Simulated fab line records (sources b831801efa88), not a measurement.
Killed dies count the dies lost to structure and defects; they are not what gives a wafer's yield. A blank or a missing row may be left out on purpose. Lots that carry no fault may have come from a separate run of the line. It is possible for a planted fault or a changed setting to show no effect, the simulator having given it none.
Comparing a struck lot with a sound one / flow sky130 / 34 steps out of a route of 708
Sound: these wafers, L108.1, L108.2, L108.3. Wafers struck: L116.2, L116.4, L116.6. The cause is named last.
Order at every step that has rows: each side's tool, ch and its chambers, its first start. Under that, the readings that differ: sound wafers / struck wafers / difference of the means / sigmas: that difference in standard deviations of wafers without a fault.
alike: words and numbers the same on both sides, and readings whose means are apart by under 2 such deviations; not compared: readings that were withheld, readings missing a value for some wafer, numbers with overlapping values and no deviation given by the record, and bounds like >300 which may hide the same value.
Wherever a step has rows on one side only, a row that says differs or no value, or a row with sigmas, the two part there. Numbers that don't overlap but have no deviation are shown without sigmas and don't part them. Lack of a reading on every wafer of one side parts them only where that side has two or more wafers.

first, 10 steps without rows for these wafers: SKY_LOCAL_INTERCONNECT_HMDS_04 (prime time 60 s); SKY_LOCAL_INTERCONNECT_COAT_05 (resist thk 60 nm); SKY_LOCAL_INTERCONNECT_COAT_06 (resist thk 450 nm); SKY_LOCAL_INTERCONNECT_SOFTBAKE_07 (time 90 s); SKY_LOCAL_INTERCONNECT_EXPOSE_08 (exposes mask LI1M, target cd 170 nm); SKY_LOCAL_INTERCONNECT_PEB_09; SKY_LOCAL_INTERCONNECT_DEVELOP_10 (develop time 60 s); SKY_LOCAL_INTERCONNECT_ETCH_13 (etches BARC in N2/H2, stops on SiO2, time 45.9 s, target depth 60 nm); SKY_LOCAL_INTERCONNECT_METAL_ETCH_14 (etches TiN in Cl2/BCl3, stops on PSG, target depth 110 nm, time 31.4 s); SKY_LOCAL_INTERCONNECT_STRIP_15 (strips in O2/N2).
SKY_LOCAL_INTERCONNECT_STRIP_16: strips in post etch residue remover, time 1200 s.
  sound on wetBench-03 ch 2, day 33 16:17; struck on wetBench-03 ch 0, day 36 07:59
then, 22 steps without rows for these wafers: SKY_LOCAL_INTERCONNECT_CLEAN_17 (cleans in IPA, time 180 s); SKY_LOCAL_INTERCONNECT_CLEAN_18 (cleans in O3/DIW); SKY_CONTACT_CVD_00 (deposits Si3N4, target thk 75 nm); SKY_CONTACT_HDPCVD_02 (deposits SiO2, target thk 565 nm, time 94.2 s); SKY_CONTACT_CMP_04 (polishes SiO2); SKY_CONTACT_DEHYDRATE_06 (time 60 s); SKY_CONTACT_HMDS_07 (prime time 60 s); SKY_CONTACT_COAT_08 (resist thk 60 nm); SKY_CONTACT_COAT_09 (resist thk 450 nm); SKY_CONTACT_SOFTBAKE_10 (time 90 s); SKY_CONTACT_EXPOSE_11 (exposes mask CTM1, target cd 170 nm); SKY_CONTACT_PEB_12; SKY_CONTACT_DEVELOP_13 (develop time 60 s); SKY_CONTACT_ETCH_16 (etches BARC in N2/H2, stops on SiO2, time 45.9 s, target depth 60 nm); SKY_CONTACT_ETCH_17 (etches SiO2 in C4F8/O2/Ar, stops on Si3N4, target depth 340 nm); SKY_CONTACT_ETCH_18 (etches Si3N4 in CHF3/O2, stops on TiN, time 39 s, target depth 75 nm); SKY_CONTACT_STRIP_19 (strips in O2/N2); SKY_CONTACT_STRIP_20 (strips in post etch residue remover, time 1200 s); SKY_CONTACT_CLEAN_21 (cleans in IPA, time 180 s); SKY_CONTACT_CLEAN_22 (cleans in O3/DIW); SKY_CONTACT_SPUTTER_23 (material TiN, target thk 20 nm, time 80 s); SKY_CONTACT_CVD_24 (deposits W, target thk 340 nm, time 102.12 s).
-- the record jumps here: 14 days lie between the struck wafers' starts before and after (it left off in module CONTACT and takes up again in module PAD_OPEN, whose first step shown is number 708 of the route) --
SKY_PAD_OPEN_PROBE_99:
  the record has rows for the struck wafers here (prober-02, day 50 03:50) and none for the sound ones

== WHERE THEY PART ==
At SKY_PAD_OPEN_PROBE_99 and nowhere else, as far as this record goes.

WHY: what had been put in by the simulator
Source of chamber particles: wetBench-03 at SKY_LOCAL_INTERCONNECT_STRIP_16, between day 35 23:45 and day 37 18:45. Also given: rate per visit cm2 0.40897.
